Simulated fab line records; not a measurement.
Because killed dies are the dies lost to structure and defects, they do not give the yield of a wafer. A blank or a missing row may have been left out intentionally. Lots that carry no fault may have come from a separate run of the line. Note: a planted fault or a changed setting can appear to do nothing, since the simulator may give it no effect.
A single fault, viewed from 2 desks / flow gf180mcu / each desk holds nothing but its own numbers, with what lay behind them at the end

== TOOL OWNER'S DESK, wet bench-03 ==
The tool's own readings at GF_STI_WET_ETCH_26 (etches SiO2 in dHF, target depth 94 nm, time 188 s): means of the sampled wafers that have a number, for each lot that ran on this tool. Any lot whose mean is over 4 standard deviations away from the usual mean is out of limits and marked OUT; that distance is given in the brackets.
Columns: A = temp c at GF_STI_WET_ETCH_26, usual 25.00 C
lot=L191; first seen here=day 2 04:40; A=24.87
lot=L192; first seen here=day 2 11:53; A=24.94
lot=L194; first seen here=day 2 20:01; A=24.89
lot=L196; first seen here=day 3 05:23; A=25.01
lot=L197; first seen here=day 3 11:56; A=24.95
lot=L207; first seen here=day 5 13:23; A=24.56 (-4.4) OUT
Finding of this desk: L207 out of limits; the first was L207 at day 5 13:23, on temp c at GF_STI_WET_ETCH_26. L191, L192, L194, L196, L197: within limits.

== METROLOGY DESK ==
Lot by lot, what the gauges showed, no matter which tool ran the lot: averages of those sampled wafers that carry a number. Any lot whose mean is over 4 standard deviations away from the usual mean is out of limits and marked OUT; that distance is given in the brackets.
Columns: A = MVSD_OVL at GF_MVSD_OVL_MEAS_07, usual -0.6 nm
lot=L191; first seen here=day 4 10:08; A=-0.6
lot=L192; first seen here=day 4 18:17; A=-1.3
lot=L193; first seen here=day 4 22:34; A=1.5
lot=L194; first seen here=day 5 04:09; A=0.8
lot=L195; first seen here=day 5 09:29; A=-3.2
lot=L196; first seen here=day 5 13:59; A=-0.3
lot=L197; first seen here=day 5 21:14; A=0.3
lot=L203; first seen here=day 7 07:11; A=0.9
lot=L207; first seen here=day 8 05:18; A=-0.4
lot=L210; first seen here=day 9 01:01; A=-1.6
lot=L211; first seen here=day 9 09:21; A=-0.2
lot=L213; first seen here=day 9 20:08; A=0.5
lot=L212; first seen here=day 9 20:50; A=-0.4
This desk found nothing out of limits on any of the 13 lots.

== BROUGHT TOGETHER ==
On L207, at day 5 13:23, an alarm was possible from the tool owner's desk.
The metrology desk saw nothing out of limits.
The metrology desk has L207 on record, within its limits.
The lots listed all ran GF_STI_WET_ETCH_26 on wet bench-03.

== WHAT THE SIMULATOR HAD PUT IN ==
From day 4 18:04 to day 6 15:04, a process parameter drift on wet bench-03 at GF_STI_WET_ETCH_26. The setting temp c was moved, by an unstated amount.
Lots struck among those shown: L207.
How many hours passed from the start of the fault until each desk's first out-of-limits reading: the tool owner's desk, 19.
